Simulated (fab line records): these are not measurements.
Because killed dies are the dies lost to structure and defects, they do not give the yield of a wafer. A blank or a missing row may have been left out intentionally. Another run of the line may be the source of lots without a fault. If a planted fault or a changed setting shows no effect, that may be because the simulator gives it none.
A single fault, viewed from 2 desks | flow gf180mcu | each desk holds nothing but its own numbers, with what lay behind them at the end

== DESK OF THE TOOL OWNER: cmp-02 ==
The tool's own readings at GF_V1_CMP_26 (polishes, stops on SiO2, t overpolish 15 s, target thk 0 nm): means of the sampled wafers that have a number, for each lot that ran on this tool. The brackets show how far a lot's mean lies from the usual mean; more than 4 standard deviations puts the lot out of limits, marked OUT.
Columns: A = motorCurrentA at GF_V1_CMP_26, usual 11.7 A; B = overpolishRunS at GF_V1_CMP_26, usual 15.001 s; C = slurryFilterDpKPa at GF_V1_CMP_26, usual 13.50 kPa; D = timeToEndpointS at GF_V1_CMP_26, usual 84 s
lot  | first seen here | A    | B      | C     | D
L869 | day 18 17:01    | 12.5 | 14.999 | 13.43 | 82
L870 | day 18 21:36    | 12.4 | 14.997 | 13.54 | 83
L872 | day 19 19:29    | 11.6 | 15.003 | 13.51 | 87
L874 | day 20 08:44    | 13.1 | 15.002 | 13.61 | 85
L878 | day 22 05:49    | 11.7 | 15.000 | 13.45 | 91
L880 | day 22 20:49    | 12.5 | 15.002 | 13.56 | 85
L884 | day 24 00:50    | 11.9 | 15.004 | 13.38 | 88
This desk found nothing out of limits on any of the 7 lots.

== METROLOGY DESK ==
What the gauges read, lot by lot, whatever tool the lot ran on: means of the sampled wafers that have a number. The brackets show how far a lot's mean lies from the usual mean; more than 4 standard deviations puts the lot out of limits, marked OUT.
Columns: A = V5_W_THK at GF_V5_THK_MEAS_25, usual 343 nm
lot  | first seen here | A
L868 | day 27 10:00    | 348
L869 | day 27 17:00    | 341
L870 | day 27 21:10    | 340
L871 | day 28 03:28    | 339
L872 | day 28 14:50    | 342
L873 | day 28 20:04    | 343
L874 | day 29 01:07    | 343
L875 | day 29 12:41    | 340
L876 | day 29 18:17    | 341
L878 | day 30 15:01    | 345
L879 | day 30 18:02    | 344
L880 | day 31 00:55    | 343
L884 | day 31 23:51    | 347
This desk found nothing out of limits on any of the 13 lots.

== BROUGHT TOGETHER ==
The desk of the tool owner found nothing out of limits.
Metrology desk: nothing out of limits seen.

== WHAT THE SIMULATOR HAD INSERTED ==
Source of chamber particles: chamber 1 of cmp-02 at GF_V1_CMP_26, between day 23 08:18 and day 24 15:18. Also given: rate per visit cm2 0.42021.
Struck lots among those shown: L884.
